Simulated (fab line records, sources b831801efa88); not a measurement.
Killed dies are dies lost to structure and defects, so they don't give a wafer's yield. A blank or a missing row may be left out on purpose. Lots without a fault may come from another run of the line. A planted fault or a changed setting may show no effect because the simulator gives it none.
A struck lot beside a sound one | flow sky130 | 17 steps out of a route of 708
Sound: wafers L133.1, L133.3, L133.6. Struck: wafers L130.2, L130.5, L130.6. The cause comes at the end.
At each step with rows: each side's tool, then ch and its chambers, then its first start. Under that, the readings that differ: sound wafers | struck wafers | difference of the means | sigmas: that difference in standard deviations of wafers without a fault.
alike: readings whose means differ by less than 2 such deviations, and words and numbers that are the same on both sides. not compared: withheld readings, readings that some wafer has no value for, bounds like >300 that may hide the same value, and numbers for which the record gives no deviation and whose values overlap.
The two part at a step that has a row with sigmas, a row that says differs or no value, or rows on one side only. Numbers that don't overlap but have no deviation are shown without sigmas and don't part them. A reading that every wafer of one side lacks parts them only if that side has two wafers or more.

SKY_METAL1_THK_MEAS_06: measures by xrf.
  sound on film_metro-03, day 37 07:01; struck on film_metro-02, day 35 07:40
  alike: METAL1_ALCU_THK
then, 8 steps without rows for these wafers: SKY_METAL1_DEHYDRATE_07 (time 60 s); SKY_METAL1_HMDS_08 (prime time 60 s); SKY_METAL1_COAT_09 (resist thk 60 nm); SKY_METAL1_COAT_10 (resist thk 450 nm); SKY_METAL1_SOFTBAKE_11 (time 90 s); SKY_METAL1_EXPOSE_12 (exposes mask MM1, target cd 140 nm); SKY_METAL1_PEB_13; SKY_METAL1_DEVELOP_14 (develop time 60 s).
SKY_METAL1_CD_MEAS_15: target cd 140 nm.
  sound on cd_sem-02, day 38 08:41; struck on cd_sem-02, day 36 09:26
  alike: cd_nm
SKY_METAL1_OVL_MEAS_16:
  sound on overlay-01, day 38 08:49; struck on overlay-01, day 36 09:32
  alike: METAL1_OVL
SKY_METAL1_DESCUM_17: chemistry O2, time 8 s.
  sound on rie_metal-01 ch 0,1, day 38 08:50; struck on rie_metal-01 ch 0,1, day 36 09:34
  alike: drypump_motor_current_A, oes_product_au
  not compared: rf_hours_counter_h
SKY_METAL1_ETCH_18: etches BARC in N2/H2, stops on SiO2, time 45.9 s, target depth 60 nm.
  sound on rie_metal-01 ch 0,1, day 38 08:52; struck on rie_metal-01 ch 0,1, day 36 09:36
  no value came back on the struck wafers for any of 5 readings (bias_w (W), chamber_pressure_mTorr (mTorr) and others); on the sound wafers bias_w (W) reads 100.05 100.08 100.38
  reading                                       | sound             | struck          | difference | sigmas
  model.KrF-thick_of_METAL1_COAT_10.thk_nm (nm) | 391.3 391.3 392.4 | 433.5 434 434.5 | +42.3      |
  not compared: rf_hours_counter_h
SKY_METAL1_METAL_ETCH_19: etches the open film in Cl2/BCl3, stops on SiO2, target depth 360 nm, time 78 s.
  sound on rie_metal-01 ch 0,1, day 38 08:56; struck on rie_metal-01 ch 0,1, day 36 09:40
  reading                                       | sound             | struck            | difference | sigmas
  oes_product_au (a.u.)                         | 0.858 0.859 0.854 | 0.380 0.374 0.382 | -0.478     | -87
  model.KrF-thick_of_METAL1_COAT_10.thk_nm (nm) | 160 160.3 160.1   | 202.7 202.5 201.6 | +42.1      |
  alike: bcl3_flow_sccm, bias_w, drypump_motor_current_A, throttle_valve_pct
  not compared: rf_hours_counter_h
SKY_METAL1_STRIP_20: strips in O2/N2.
  sound on plasma_asher-02 ch 1, day 38 09:02; struck on plasma_asher-02 ch 0,1, day 36 09:45
  reading                      | sound             | struck            | difference | sigmas
  o2_flow_sccm (sccm)          | 2993 2983 2991    | 3010 3003 3013    | +20        | +2
  oes_product_au (a.u.)        | 0.344 0.345 0.334 | 0.363 0.369 0.358 | +0.022     | +4
  strip_time_to_endpoint_s (s) | 2.71 2.71 2.71    | 3.19 3.17 3.17    | +0.47      | +13
  alike: drypump_motor_current_A
  not compared: rf_hours_counter_h
then, 1 step without rows for these wafers: SKY_METAL1_STRIP_21 (strips in post etch residue remover, time 1200 s).
-- the record jumps here: 12 days lie between the struck wafers' starts before and after (it left off in module METAL1 and takes up again in module PAD_OPEN, whose first step shown is number 708 of the route) --
SKY_PAD_OPEN_PROBE_99:
  sound on prober-01, day 49 20:56; struck on prober-01, day 48 13:18
  reading                  | sound          | struck                                                               | difference                   | sigmas
  hold                     | - - -          | await_dispo/1.0h/scrap await_dispo/1.0h/scrap await_dispo/1.0h/scrap | no value on the sound wafers |
  defect_limited_yield (%) | 82.5 83.1 85.4 | 0 0 0                                                                | -84                          | -44
  killed_at_M0_to_M3       | 48 39 39       | 445 457 452                                                          | +409                         | +62
  killed_dies              | 86 83 72       | 492 492 492                                                          | +412                         | +44
  killed_on_rim            | 18 15 23       | 96 96 96                                                             | +77                          | +21
  sort_bin_5_function (%)  | 8.9 9.8 8.9    | 91.9 94.3 91.7                                                       | +83.4                        | +56
  sort_n_pass              | 406 409 420    | 0 0 0                                                                | -412                         | -44
  sort_yield_pct (%)       | 82.5 83.1 85.4 | 0 0 0                                                                | -84                          | -44
  alike: killed_at_M4_up, killed_at_contacts, killed_at_front_end, killed_at_other, killed_open, killed_short, sort_bin_3_pad_short, sort_bin_6_memory

WHERE THEY PART
First at SKY_METAL1_ETCH_18; last, within this record, at SKY_PAD_OPEN_PROBE_99.

WHY: what the simulator had put in
Skipped step whole: rie_metal-01, from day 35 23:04 on, at SKY_METAL1_ETCH_18. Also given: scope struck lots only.
